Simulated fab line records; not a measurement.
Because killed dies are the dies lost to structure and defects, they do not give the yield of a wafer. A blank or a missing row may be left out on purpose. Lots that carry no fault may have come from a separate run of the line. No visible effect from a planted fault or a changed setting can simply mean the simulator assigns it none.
fab line records	flow sky130
[record] lots = 24	wafers = 72	last-day = 50
route steps=708 shown VIA3@575 CAP2M@605 METAL4@632
lots that met no fault: from a run of the same line without faults
start-h: start of the lot's first displayed wafer, in hours after the record's first day	wait-h: hours elapsed since this lot's preceding step	" repeats the value in the row above	L1.1+2: a single row standing in for several wafers	- value missing, or start not given	* or withheld: withheld	< > ~ a bound
route shown NAME@n: names a module that has steps shown in the file, with the first one's number in the route	usual: average and standard deviation across the fault-free wafers	same: alike in all rows	chamber/n: place in a boat	sites: per-site readings	_std_site: standard deviation of those values	_edge_site: outer sites' mean less inner sites'	radius-mm: how far each site lies from the wafer's centre	mask NAME#n: copy n	behind: the last tool/chamber to shape the wafer	hold: reason for holding the lot/hours on hold/outcome of the hold	device: names the non-switching transistor (n, p or np)	end of line: the tests these same wafers got at the end of their route	a step without rows: its recipe alone	killed: the dies lost at the first sort to structure and to defects; this is not the yield of the wafer	map: per-die view of a wafer (x killed, . not killed, _ where there is no die)
set.NAME: the setting as run; set.NAME@STEP: as run at that earlier step	model.NAME: the simulator's own value behind a step, which no gauge read
steps of the route over a sample of lots; a table a step, a row a wafer
services: a tool's chamber out of use, with start hour (start-h, from the record's first day; less than 0 if before it), hours out, and reason
[[steps]]
[step SKY_VIA3_CMP_02]
[recipe] material = SiO2	down-force-psi = 4	platen-rpm = 60	pad-velocity-m-s = 0.94248
[usual] edge-zone-pressure-frac = 1.001/0.0047	motor-current-A = 12.2/1.1	platen-rpm = 60.01/0.038
lot.wafer	tool	chamber	start-h	wait-h	edge-zone-pressure-frac	motor-current-A	platen-rpm
L074.3	cmp-02	0	902.57	0.2	1.000	14.1	59.92
L074.5	"	1	"	"	0.998	11.4	59.92
L074.6	"	2	"	"	1.001	13.2	59.98
L075.3	cmp-01	0	908.02	0.0	1.006	10.1	59.96
L075.4	"	1	"	"	1.001	12.5	59.96
L075.2	"	2	"	"	0.996	12.9	60.02
L076.2	cmp-02	3	911.59	0.1	0.997	12.2	60.07
L076.3	"	0	"	"	0.997	13.9	60.00
L076.6	"	1	"	"	1.001	11.8	60.00
L077.1	cmp-01	3	921.20	0.1	1.002	11.8	59.98
L077.4	"	0	"	"	0.998	10.1	60.06
L077.6	"	1	"	"	1.012	13.1	59.99
L078.2	cmp-02	0	934.11	0.2	1.008	14.1	60.05
L078.6	"	1	"	"	0.997	11.3	60.03
L078.5	"	2	"	"	0.997	13.1	59.96
L079.3	cmp-02	1	937.61	0.2	0.997	11.4	59.97
L079.1	"	2	"	"	1.004	13.5	60.00
L079.6	"	3	"	"	1.000	12.6	59.95
L080.4	cmp-01	0	950.75	0.1	0.995	10.5	60.08
L080.2	"	1	"	"	1.001	12.0	60.05
L080.6	"	3	"	"	0.998	12.3	60.03
L081.4	cmp-01	0	952.69	0.1	0.995	10.7	59.99
L081.1	"	1	"	"	0.989	12.2	59.98
L081.5	"	2	"	"	1.000	12.9	60.00
L082.2	cmp-01	1	959.14	0.1	0.997	12.0	60.00
L082.3	"	3	"	"	1.008	11.9	59.99
L082.6	"	0	"	"	1.004	9.8	59.96
L083.1	cmp-01	1	971.72	0.1	1.000	12.7	59.99
L083.6	"	1	"	"	0.992	11.6	59.96
L083.5	"	2	"	"	0.995	12.7	60.00
L084.1	cmp-02	0	978.55	0.1	1.004	14.6	60.07
L084.3	"	1	"	"	1.004	11.6	60.00
L084.5	"	1	"	"	0.995	11.9	60.00
L085.3	cmp-02	0	980.78	0.0	1.002	14.1	60.04
L085.2	"	1	"	"	0.992	11.5	59.97
L085.1	"	2	"	"	0.991	13.5	59.97
L086.1	cmp-01	0	991.84	0.1	1.000	10.3	59.99
L086.2	"	3	"	"	1.004	12.3	60.01
L086.6	"	0	"	"	0.999	10.1	59.97
L087.4	cmp-01	2	997.78	0.3	0.990	13.1	60.05
L087.3	"	0	"	"	1.004	10.1	59.97
L087.6	"	2	"	"	0.999	13.0	60.00
L088.3	cmp-01	2	1002.28	0.1	0.992	12.8	60.07
L088.2	"	3	"	"	0.998	12.5	59.97
L088.5	"	0	"	"	0.998	10.5	60.03
L089.4	cmp-01	1	1012.32	0.3	0.997	11.9	60.03
L089.6	"	0	"	"	0.996	10.4	60.00
L089.5	"	1	"	"	0.997	12.8	60.05
L090.1	cmp-02	3	1019.50	0.1	1.007	12.9	59.96
L090.2	"	0	"	"	0.996	14.1	59.99
L090.3	"	2	"	"	1.004	13.3	59.99
L092.4	cmp-01	3	1029.74	0.0	1.004	12.1	60.01
L092.3	"	1	"	"	1.006	12.2	60.02
L092.5	"	0	"	"	1.000	10.6	59.95
L091.4	cmp-01	0	1032.39	0.1	1.001	10.7	60.02
L091.6	"	3	"	"	1.001	12.6	59.99
L091.5	"	0	"	"	1.010	10.6	60.02
L093.2	cmp-01	0	1037.07	0.0	1.008	10.7	59.98
L093.3	"	1	"	"	0.998	12.3	60.04
L093.4	"	2	"	"	0.995	12.9	59.99
L094.4	cmp-01	2	1040.54	0.1	0.994	12.1	60.04
L094.1	"	0	"	"	0.997	10.0	60.02
L094.6	"	1	"	"	0.999	12.1	60.01
L095.1	cmp-02	2	1048.79	0.6	1.002	12.8	59.99
L095.4	"	3	"	"	1.001	12.0	60.11
L095.6	"	0	"	"	1.004	14.6	60.03
L096.4	cmp-02	0	1052.39	0.1	0.994	14.0	59.97
L096.3	"	2	"	"	1.000	13.3	59.94
L096.5	"	3	"	"	1.004	11.9	60.03
L097.1	cmp-02	2	1058.53	0.1	0.999	13.0	60.03
L097.3	"	3	"	"	1.003	11.8	60.02
L097.5	"	3	"	"	0.998	11.7	59.93
[step SKY_VIA3_BOW_MEAS_03]
[recipe] mode = bow
[usual] VIA3_BOW = 79/6.9
lot.wafer	tool	chamber	start-h	wait-h	VIA3_BOW[um]
L074.3	film-metro-02	-	902.76	0.1	83
L074.5	"	-	"	"	95
L074.6	"	-	"	"	85
L075.2	film-metro-01	-	908.34	0.2	85
L075.3	"	-	"	"	82
L075.4	"	-	"	"	86
L076.2	film-metro-02	-	911.81	0.2	83
L076.3	"	-	"	"	74
L076.6	"	-	"	"	67
L077.1	film-metro-04	-	921.40	0.1	79
L077.4	"	-	"	"	85
L077.6	"	-	"	"	79
L078.2	film-metro-04	-	934.28	0.1	77
L078.5	"	-	"	"	73
L078.6	"	-	"	"	79
L079.1	film-metro-04	-	937.81	0.1	87
L079.3	"	-	"	"	76
L079.6	"	-	"	"	82
L080.2	film-metro-02	-	951.02	0.2	75
L080.4	"	-	"	"	78
L080.6	"	-	"	"	72
L081.1	film-metro-04	-	952.89	0.1	77
L081.4	"	-	"	"	82
L081.5	"	-	"	"	69
L082.2	film-metro-01	-	959.41	0.2	77
L082.3	"	-	"	"	83
L082.6	"	-	"	"	84
L083.1	film-metro-02	-	972.02	0.2	89
L083.5	"	-	"	"	84
L083.6	"	-	"	"	79
L084.1	film-metro-02	-	978.85	0.2	73
L084.3	"	-	"	"	72
L084.5	"	-	"	"	79
L085.1	film-metro-01	-	981.08	0.1	79
L085.2	"	-	"	"	79
L085.3	"	-	"	"	78
L086.1	film-metro-04	-	992.14	0.2	76
L086.2	"	-	"	"	76
L086.6	"	-	"	"	81
L087.3	film-metro-04	-	998.07	0.1	73
L087.4	"	-	"	"	77
L087.6	"	-	"	"	80
L088.2	film-metro-04	-	1002.50	0.1	73
L088.3	"	-	"	"	60
L088.5	"	-	"	"	71
L089.4	film-metro-02	-	1012.63	0.3	78
L089.5	"	-	"	"	86
L089.6	"	-	"	"	80
L090.1	film-metro-04	-	1019.80	0.2	79
L090.2	"	-	"	"	78
L090.3	"	-	"	"	75
L092.3	film-metro-04	-	1030.08	0.2	87
L092.4	"	-	"	"	81
L092.5	"	-	"	"	78
L091.4	film-metro-04	-	1032.70	0.3	75
L091.5	"	-	"	"	85
L091.6	"	-	"	"	66
L093.2	film-metro-04	-	1037.39	0.3	79
L093.3	"	-	"	"	78
L093.4	"	-	"	"	69
L094.1	film-metro-04	-	1040.79	0.1	73
L094.4	"	-	"	"	74
L094.6	"	-	"	"	74
L095.1	film-metro-01	-	1048.99	0.1	66
L095.4	"	-	"	"	67
L095.6	"	-	"	"	76
L096.3	film-metro-04	-	1052.68	0.1	78
L096.4	"	-	"	"	87
L096.5	"	-	"	"	84
L097.1	film-metro-01	-	1058.83	0.2	75
L097.3	"	-	"	"	79
L097.5	"	-	"	"	87
[step SKY_VIA3_CVD_21]
[recipe] material = W	target-thk-nm = 390	time-s = 117.31	temp-c = 400	pressure-torr = 40
[usual] heater-power-w = 787/30
lot.wafer	tool	chamber	start-h	wait-h	heater-power-w
L074.3	cvd-w-02	0	927.45	0.1	785
L074.5	"	0	"	"	765
L074.6	"	1	"	"	806
L075.2	cvd-w-01	1	932.31	0.0	746
L075.3	"	1	"	"	730
L075.4	"	0	"	"	802
L076.2	cvd-w-01	0	937.69	0.0	808
L076.3	"	0	"	"	791
L076.6	"	0	"	"	812
L077.1	cvd-w-01	1	946.70	0.0	741
L077.4	"	1	"	"	730
L077.6	"	0	"	"	809
L078.2	cvd-w-02	0	959.27	0.0	778
L078.5	"	1	"	"	807
L078.6	"	0	"	"	785
L079.1	cvd-w-02	0	963.18	0.0	782
L079.3	"	1	"	"	814
L079.6	"	0	"	"	782
L080.2	cvd-w-02	1	976.74	0.0	842
L080.4	"	1	"	"	803
L080.6	"	1	"	"	837
L081.1	cvd-w-02	0	978.27	0.0	780
L081.4	"	1	"	"	816
L081.5	"	0	"	"	777
L082.2	cvd-w-01	1	984.09	0.0	742
L082.3	"	0	"	"	825
L082.6	"	1	"	"	751
L083.1	cvd-w-01	1	997.15	0.0	733
L083.5	"	0	"	"	785
L083.6	"	1	"	"	726
L084.1	cvd-w-01	1	1003.43	0.0	740
L084.3	"	0	"	"	821
L084.5	"	1	"	"	724
L085.1	cvd-w-02	1	1006.26	0.0	821
L085.2	"	0	"	"	782
L085.3	"	0	"	"	781
L086.1	cvd-w-01	0	1016.30	0.0	795
L086.2	"	1	"	"	751
L086.6	"	0	"	"	806
L087.3	cvd-w-02	1	1022.24	0.1	803
L087.4	"	0	"	"	786
L087.6	"	0	"	"	793
L088.2	cvd-w-02	0	1027.05	0.0	804
L088.3	"	1	"	"	818
L088.5	"	0	"	"	789
L089.4	cvd-w-02	1	1036.90	0.1	807
L089.5	"	1	"	"	805
L089.6	"	0	"	"	815
L090.1	cvd-w-01	0	1042.74	0.0	808
L090.2	"	1	"	"	752
L090.3	"	1	"	"	731
L092.3	cvd-w-01	0	1052.83	0.1	793
L092.4	"	1	"	"	720
L092.5	"	0	"	"	808
L091.4	cvd-w-02	1	1055.34	0.1	829
L091.5	"	0	"	"	800
L091.6	"	1	"	"	805
L093.2	cvd-w-02	0	1059.48	0.0	784
L093.3	"	1	"	"	796
L093.4	"	0	"	"	784
L094.1	cvd-w-02	1	1063.68	0.0	781
L094.4	"	1	"	"	814
L094.6	"	0	"	"	804
L095.1	cvd-w-01	1	1071.53	0.0	741
L095.4	"	1	"	"	748
L095.6	"	1	"	"	752
L096.3	cvd-w-02	0	1075.30	0.1	788
L096.4	"	1	"	"	806
L096.5	"	1	"	"	802
L097.1	cvd-w-01	1	1080.69	0.0	745
L097.3	"	0	"	"	796
L097.5	"	1	"	"	742
[step SKY_CAP2M_SPUTTER_02]
[recipe] material = TiN	target-thk-nm = 200	temp-c = 300	power-w = 6500	time-s = 166.7	chamber-pressure-pa = 0.4
[usual] throttle-valve-pct = 30.3/0.91
lot.wafer	tool	chamber	start-h	wait-h	throttle-valve-pct
L074.3	pvd-sputter-01	-	928.65	0.0	29.6
L074.5	"	-	"	"	32.6
L074.6	"	-	"	"	29.1
L075.2	pvd-sputter-04	-	933.14	0.0	30.4
L075.3	"	-	"	"	30.3
L075.4	"	-	"	"	30.4
L076.2	pvd-sputter-01	-	938.54	0.0	32.2
L076.3	"	-	"	"	30.2
L076.6	"	-	"	"	29.0
L077.1	pvd-sputter-01	-	947.54	0.1	32.5
L077.4	"	-	"	"	29.0
L077.6	"	-	"	"	32.3
L078.2	pvd-sputter-04	-	960.11	0.0	30.9
L078.5	"	-	"	"	30.3
L078.6	"	-	"	"	29.6
L079.1	pvd-sputter-04	-	964.02	0.1	29.7
L079.3	"	-	"	"	30.4
L079.6	"	-	"	"	29.9
L080.2	pvd-sputter-01	-	977.58	0.0	32.0
L080.4	"	-	"	"	30.4
L080.6	"	-	"	"	29.7
L081.1	pvd-sputter-04	-	979.11	0.1	30.0
L081.4	"	-	"	"	30.7
L081.5	"	-	"	"	30.3
L082.2	pvd-sputter-04	-	985.05	0.0	29.7
L082.3	"	-	"	"	30.6
L082.6	"	-	"	"	30.6
L083.1	pvd-sputter-01	-	997.99	0.1	29.4
L083.5	"	-	"	"	32.2
L083.6	"	-	"	"	30.2
L084.1	pvd-sputter-01	-	1004.27	0.1	29.1
L084.3	"	-	"	"	29.6
L084.5	"	-	"	"	30.2
L085.1	pvd-sputter-01	-	1007.09	0.1	29.4
L085.2	"	-	"	"	30.2
L085.3	"	-	"	"	29.6
L086.1	pvd-sputter-01	-	1017.14	0.1	32.3
L086.2	"	-	"	"	29.0
L086.6	"	-	"	"	30.2
L087.3	pvd-sputter-01	-	1023.04	0.0	29.9
L087.4	"	-	"	"	30.2
L087.6	"	-	"	"	30.1
L088.2	pvd-sputter-01	-	1027.89	0.0	32.3
L088.3	"	-	"	"	29.5
L088.5	"	-	"	"	29.2
L089.4	pvd-sputter-04	-	1037.69	0.0	30.1
L089.5	"	-	"	"	30.8
L089.6	"	-	"	"	30.1
L090.1	pvd-sputter-04	-	1043.58	0.1	30.0
L090.2	"	-	"	"	30.4
L090.3	"	-	"	"	29.9
L092.3	pvd-sputter-04	-	1053.63	0.0	30.7
L092.4	"	-	"	"	29.6
L092.5	"	-	"	"	29.6
L091.4	pvd-sputter-01	-	1056.13	0.0	30.3
L091.5	"	-	"	"	32.3
L091.6	"	-	"	"	29.2
L093.2	pvd-sputter-03	-	1060.32	0.0	30.5
L093.3	"	-	"	"	29.8
L093.4	"	-	"	"	29.1
L094.1	pvd-sputter-04	-	1064.52	0.1	30.6
L094.4	"	-	"	"	29.7
L094.6	"	-	"	"	30.4
L095.1	pvd-sputter-01	-	1072.37	0.1	30.3
L095.4	"	-	"	"	29.9
L095.6	"	-	"	"	32.4
L096.3	pvd-sputter-03	-	1076.31	0.0	31.1
L096.4	"	-	"	"	30.3
L096.5	"	-	"	"	29.2
L097.1	pvd-sputter-04	-	1081.53	0.1	29.8
L097.3	"	-	"	"	30.3
L097.5	"	-	"	"	29.7
[step SKY_CAP2M_OVL_MEAS_12]
[usual] CAP2M_OVL = 0.1/1.2
lot.wafer	tool	chamber	start-h	wait-h	CAP2M_OVL[nm]
L074.3	overlay-02	-	953.15	0.1	-0.6
L074.5	"	-	"	"	-1.3
L074.6	"	-	"	"	0.1
L075.2	overlay-01	-	957.10	0.1	-2.1
L075.3	"	-	"	"	0.5
L075.4	"	-	"	"	-1.2
L076.2	overlay-01	-	962.65	0.1	0.2
L076.3	"	-	"	"	-0.5
L076.6	"	-	"	"	0.4
L077.1	overlay-02	-	971.79	0.1	-0.8
L077.4	"	-	"	"	0.7
L077.6	"	-	"	"	-0.4
L078.2	overlay-01	-	984.45	0.1	0.7
L078.5	"	-	"	"	1.7
L078.6	"	-	"	"	2.0
L079.1	overlay-02	-	987.92	0.1	-0.2
L079.3	"	-	"	"	-0.7
L079.6	"	-	"	"	1.9
L080.2	overlay-02	-	1001.53	0.1	-0.1
L080.4	"	-	"	"	-1.5
L080.6	"	-	"	"	-0.5
L081.1	overlay-02	-	1002.29	0.1	0.4
L081.4	"	-	"	"	0.2
L081.5	"	-	"	"	0.0
L082.2	overlay-02	-	1008.15	0.1	-0.1
L082.3	"	-	"	"	0.3
L082.6	"	-	"	"	1.3
L083.1	overlay-02	-	1021.49	0.1	2.1
L083.5	"	-	"	"	0.3
L083.6	"	-	"	"	0.6
L084.1	overlay-01	-	1027.29	0.1	-2.0
L084.3	"	-	"	"	-0.9
L084.5	"	-	"	"	-0.3
L085.1	overlay-02	-	1029.79	0.1	0.5
L085.2	"	-	"	"	0.3
L085.3	"	-	"	"	-0.4
L086.1	overlay-02	-	1039.39	0.1	0.5
L086.2	"	-	"	"	0.0
L086.6	"	-	"	"	-0.3
L087.3	overlay-02	-	1045.45	0.1	-1.6
L087.4	"	-	"	"	-3.7
L087.6	"	-	"	"	-1.0
L088.2	overlay-02	-	1049.88	0.1	-0.3
L088.3	"	-	"	"	0.6
L088.5	"	-	"	"	-0.7
L089.4	overlay-02	-	1059.21	0.1	1.7
L089.5	"	-	"	"	0.1
L089.6	"	-	"	"	0.4
L090.1	overlay-02	-	1064.87	0.1	0.2
L090.2	"	-	"	"	1.0
L090.3	"	-	"	"	1.0
L092.3	overlay-01	-	1074.28	0.1	0.6
L092.4	"	-	"	"	-0.7
L092.5	"	-	"	"	-0.4
L091.4	overlay-01	-	1077.16	0.1	-0.1
L091.5	"	-	"	"	0.7
L091.6	"	-	"	"	0.4
L093.2	overlay-01	-	1081.93	0.1	-2.4
L093.3	"	-	"	"	1.0
L093.4	"	-	"	"	-0.6
L094.1	overlay-01	-	1084.55	0.1	2.1
L094.4	"	-	"	"	1.7
L094.6	"	-	"	"	2.8
L095.1	overlay-01	-	1092.92	0.1	0.3
L095.4	"	-	"	"	0.5
L095.6	"	-	"	"	2.4
L096.3	overlay-02	-	1096.98	0.1	1.7
L096.4	"	-	"	"	1.0
L096.5	"	-	"	"	-1.7
L097.1	overlay-02	-	1101.24	0.1	-1.1
L097.3	"	-	"	"	-0.4
L097.5	"	-	"	"	1.7
[step SKY_METAL4_ETCH_16]
[recipe] chemistry = N2/H2	target = BARC	ion-energy-ev = 196.7	bias-w = 100	pressure-mtorr = 30	n2-flow-sccm = 100	h2-flow-sccm = 200	icp-w = 500	stop-on = SiO2	time-s = 88.2	target-depth-a = 600
[usual] chamber-pressure-mTorr = 29.998/0.026	drypump-motor-current-A = 5.51/0.24	oes-product-au = 0.625/0.0045	throttle-valve-pct = 13.205/0.0092
lot.wafer	tool	chamber	start-h	wait-h	chamber-pressure-mTorr	drypump-motor-current-A	oes-product-au	rf-hours-counter-h	throttle-valve-pct
L074.3	rie-metal-02	0	978.41	0.0	29.992	5.54	0.616	-	13.208
L074.5	"	1	"	"	29.983	5.35	0.623	-	13.217
L074.6	"	0	"	"	29.972	5.53	0.623	-	13.187
L075.2	rie-metal-02	0	981.58	0.0	29.995	5.51	0.627	7	13.197
L075.3	"	1	"	"	29.989	5.36	0.628	-	13.193
L075.4	"	0	"	"	29.997	5.54	0.625	-	13.204
L076.2	rie-metal-02	0	987.58	0.0	30.032	5.55	0.619	8	13.221
L076.3	"	0	"	"	29.973	5.56	0.624	-	13.209
L076.6	"	0	"	"	30.025	5.56	0.626	-	13.212
L077.1	rie-metal-02	0	996.78	0.0	29.986	5.56	0.632	8	13.206
L077.4	"	1	"	"	29.982	5.36	0.631	-	13.210
L077.6	"	0	"	"	30.032	5.56	0.619	-	13.209
L078.2	rie-metal-03	0	1008.68	0.0	30.024	5.17	0.631	19	13.217
L078.5	"	0	"	"	30.013	5.15	0.627	-	13.197
L078.6	"	1	"	"	30.000	5.54	0.625	-	13.205
L079.1	rie-metal-02	0	1012.23	0.0	29.940	5.53	0.638	9	13.208
L079.3	"	1	"	"	30.024	5.35	0.632	-	13.186
L079.6	"	1	"	"	29.964	5.36	0.627	-	13.195
L080.2	rie-metal-04	1	1025.28	0.0	30.032	5.47	0.629	19	13.204
L080.4	"	0	"	"	30.040	5.99	0.636	-	13.200
L080.6	"	0	"	"	30.023	6.01	0.626	-	13.221
L081.1	rie-metal-03	1	1026.53	0.0	29.992	5.55	0.619	13	13.207
L081.4	"	0	"	"	29.968	5.17	0.630	-	13.210
L081.5	"	1	"	"	30.024	5.55	0.631	-	13.191
L082.2	rie-metal-04	0	1031.23	0.0	30.038	6.02	0.621	8	13.197
L082.3	"	1	"	"	29.995	5.46	0.630	-	13.203
L082.6	"	1	"	"	29.979	5.46	0.619	-	13.201
L083.1	rie-metal-04	0	1044.53	0.0	30.008	5.98	0.621	9	13.202
L083.5	"	1	"	"	30.052	5.49	0.626	-	13.194
L083.6	"	0	"	"	29.993	5.99	0.622	-	13.202
L084.1	rie-metal-04	0	1050.38	0.0	29.974	6.00	0.620	9	13.198
L084.3	"	0	"	"	30.000	5.97	0.626	-	13.199
L084.5	"	1	"	"	29.997	5.48	0.625	-	13.210
L085.1	rie-metal-02	1	1053.13	0.0	30.053	5.36	0.618	18	13.193
L085.2	"	0	"	"	30.023	5.53	0.635	11	13.200
L085.3	"	1	"	"	30.012	5.36	0.627	-	13.214
L086.1	rie-metal-03	1	1061.63	0.0	30.000	5.54	0.623	16	13.210
L086.2	"	0	"	"	29.980	5.18	0.621	22	13.212
L086.6	"	1	"	"	29.993	5.54	0.622	-	13.214
L087.3	rie-metal-04	1	1067.81	0.0	29.982	5.47	0.620	-	13.185
L087.4	"	0	"	"	29.944	5.99	0.631	-	13.199
L087.6	"	1	"	"	29.971	5.45	0.623	-	13.216
L088.2	rie-metal-03	1	1072.29	0.1	30.003	5.54	0.624	-	13.202
L088.3	"	1	"	"	29.987	5.55	0.624	-	13.194
L088.5	"	1	"	"	30.001	5.54	0.622	-	13.203
L089.4	rie-metal-03	1	1081.47	0.0	29.980	5.55	0.627	-	13.211
L089.5	"	0	"	"	29.942	5.18	0.625	-	13.211
L089.6	"	1	"	"	29.990	5.55	0.630	-	13.198
L090.1	rie-metal-03	1	1086.23	0.0	29.962	5.56	0.633	18	13.211
L090.2	"	0	"	"	29.981	5.14	0.628	1	13.214
L090.3	"	1	"	"	30.010	5.56	0.629	-	13.211
L092.3	rie-metal-02	0	1096.01	0.0	29.969	5.56	0.619	-	13.187
L092.4	"	1	"	"	30.014	5.36	0.626	-	13.226
L092.5	"	1	"	"	30.021	5.36	0.624	-	13.201
L091.4	rie-metal-04	0	1098.41	0.0	30.003	6.00	0.621	-	13.204
L091.5	"	1	"	"	30.008	5.46	0.629	-	13.198
L091.6	"	0	"	"	30.028	6.01	0.627	-	13.201
L093.2	rie-metal-02	1	1103.68	0.0	29.959	5.36	0.627	22	13.202
L093.3	"	1	"	"	29.968	5.38	0.622	-	13.204
L093.4	"	0	"	"	29.989	5.56	0.627	-	13.195
L094.1	rie-metal-03	1	1105.43	0.0	30.004	5.52	0.625	20	13.218
L094.4	"	1	"	"	29.971	5.53	0.623	-	13.208
L094.6	"	1	"	"	29.966	5.53	0.618	-	13.214
L095.1	rie-metal-02	1	1113.98	0.0	29.978	5.36	0.619	23	13.209
L095.4	"	0	"	"	30.019	5.54	0.617	-	13.194
L095.6	"	1	"	"	29.984	5.35	0.629	-	13.206
L096.3	rie-metal-04	0	1117.57	0.0	29.989	5.98	0.631	-	13.219
L096.4	"	1	"	"	29.987	5.49	0.626	-	13.206
L096.5	"	1	"	"	30.025	5.48	0.630	-	13.214
L097.1	rie-metal-03	1	1121.98	0.0	29.984	5.56	0.629	21	13.203
L097.3	"	0	"	"	30.025	5.14	0.627	-	13.215
L097.5	"	1	"	"	30.021	5.55	0.626	-	13.209
[[services]]
tool	chamber	start-h	hours	kind
cmp-01	-	879.27	1.0	repair
cmp-01	-	881.60	7.3	pm
cmp-01	-	889.98	8.2	pm
cvd-w-02	-	904.00	14.0	pm
cvd-w-01	1	907.01	1.5	repair
cmp-02	-	911.79	7.9	pm
cmp-01	-	912.00	4.0	pm
cmp-02	-	922.38	8.6	pm
cmp-01	-	936.80	3.5	repair
cmp-01	-	949.58	0.9	repair
cmp-02	-	966.70	1.2	repair
pvd-sputter-03	-	967.15	72.4	repair
cvd-w-01	-	969.58	1.2	repair
cmp-01	-	973.90	0.6	repair
cmp-02	-	983.99	2.0	repair
pvd-sputter-01	-	1007.91	8.1	repair
cmp-02	-	1010.58	2.0	repair
rie-metal-03	-	1058.42	2.8	pm
cmp-01	-	1062.45	6.1	pm
pvd-sputter-04	-	1066.26	0.7	repair
cmp-01	-	1071.74	0.4	repair
cmp-02	-	1084.17	4.0	pm
pvd-sputter-03	-	1084.19	3.1	repair
cvd-w-02	0	1118.58	10.6	repair
[[key]]
fault none
